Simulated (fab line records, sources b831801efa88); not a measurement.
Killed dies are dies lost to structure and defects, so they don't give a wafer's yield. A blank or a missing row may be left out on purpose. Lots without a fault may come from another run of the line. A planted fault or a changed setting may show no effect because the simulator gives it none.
Chamber matching | flow gf180mcu | GF_STI_CMP_25 on cmp-02: 4 sister chambers
The step polishes, stops on Si3N4, t overpolish 33 s, target thk 524.6 nm. 4 wafers are shown with their chamber, then 8 later ones without.

WAFERS WITH THEIR CHAMBER
wafer  | chamber | motor_current_A (A)
L268.4 | 1       | 12.3
L268.5 | 2       | 10.2
L279.5 | 0       | 11.0
L282.2 | 3       | 12.0

WAFERS WITHOUT THEIR CHAMBER
wafer  | motor_current_A (A)
L282.5 | 11.5
L282.6 | 12.8
L284.1 | 12.2
L284.2 | 10.6
L284.6 | 11.7
L285.1 | 11.8
L285.2 | 12.5
L285.4 | 10.2

WHICH CHAMBER EACH WENT THROUGH
wafer  | from the rows above          | in truth
L282.5 | can't be placed: 0 or 3 or 1 | 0
L282.6 | can't be placed: 1 or 3      | 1
L284.1 | can't be placed: 1 or 3      | 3
L284.2 | can't be placed: 0 or 2      | 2
L284.6 | can't be placed: 3 or 1 or 0 | 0
L285.1 | can't be placed: 3 or 1 or 0 | 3
L285.2 | can't be placed: 1 or 3      | 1
L285.4 | 2                            | 2
Placed correctly: 1 of 8. Can't be placed from these rows: 7 (the true chamber is among the candidates in 7). Placed wrongly: 0.
How it was worked out, from the rows above alone: a wafer's distance from a chamber is the root of the sum, over the readings, of the square of ((its reading less the chamber's mean) divided by the reading's scatter). The wafer belongs to the nearest chamber; if the next one is less than 2 further off, it can't be placed. A chamber's mean is the mean of its shown wafers. The scatter: with one shown wafer a chamber, the root of the mean of the squares of how far each hidden wafer lies from its nearest shown one.
